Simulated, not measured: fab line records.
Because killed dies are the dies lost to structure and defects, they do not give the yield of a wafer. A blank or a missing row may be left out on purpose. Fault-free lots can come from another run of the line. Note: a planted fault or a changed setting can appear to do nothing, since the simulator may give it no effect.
Which tool is to blame? | flow gf180mcu | 21 wafers from 7 lots sampled at 2 of the route's 602 steps

## WHAT EACH GAUGE READ, for each wafer
GF_HV_LDD_TW_MEAS_50.
lot  | measured     | on            | HV_LDD_4_TW
L128 | day 12 16:08 | film-metro-01 | 572 572 572
L132 | day 13 19:37 | film-metro-01 | 572 570 572
L135 | day 15 01:16 | film-metro-01 | 568 571 570
L138 | day 16 00:27 | film-metro-01 | 570 568 568
L140 | day 16 14:37 | film-metro-03 | 30 31 31
L147 | day 19 07:10 | film-metro-01 | 569 571 568
L149 | day 19 22:52 | film-metro-03 | 574 576 571

## TOOL THAT RAN EACH LOT (tool first, then ch and the chambers of the sampled wafers, then the start)
lot  | GF_HV_LDD_IMPLANT_48
L128 | implanter-03 ch 0, day 12 15:55
L132 | implanter-02 ch 0, day 13 19:23
L135 | implanter-03 ch 0, day 15 01:02
L138 | implanter-03 ch 0, day 16 00:12
L140 | implanter-03, day 16 14:22
L147 | implanter-01 ch 0, day 19 06:57
L149 | implanter-01 ch 0, day 19 22:37
- GF_HV_LDD_IMPLANT_48

## THE ANSWER, worked out from the rows above alone
Rule: the lots themselves supply what counts as usual. The widest of any qualifying gaps counts: lots, ordered by their means at a reading, are off when they make up no more than a third of the lots, leave a main group of 4 or more, and stand apart from it by 3 or more times the standard deviation of that group's means. A main group whose means are all the same, to the digits that the tables above print for the reading, isn't used. Also off: a lot with no number at a reading for which 4 or more lots have one. All remaining lots with rows at the step are treated as sound.
Off: at GF_HV_LDD_TW_MEAS_50 (HV_LDD_4_TW), L140. For the main group the mean is 571 and the standard deviation 1.7.
A tool fits if, at a process step before that reading, it ran every lot that is off, and no sound lot after the first of them. Gauges at GF_HV_LDD_TW_MEAS_50: tried the same way as those tools. One candidate fits, namely implanter-03 at GF_HV_LDD_IMPLANT_48. A fault onset in the window from L138 (day 16 00:12, its last sound lot) to L140 (day 16 14:22, its first lot off) fits.

## WHAT THE SIMULATOR HAD INSERTED
Step skipped in full: implanter-03, at GF_HV_LDD_IMPLANT_48, from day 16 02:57 onward. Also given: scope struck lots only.
Struck lots among those shown: L140. The rule above found the same.
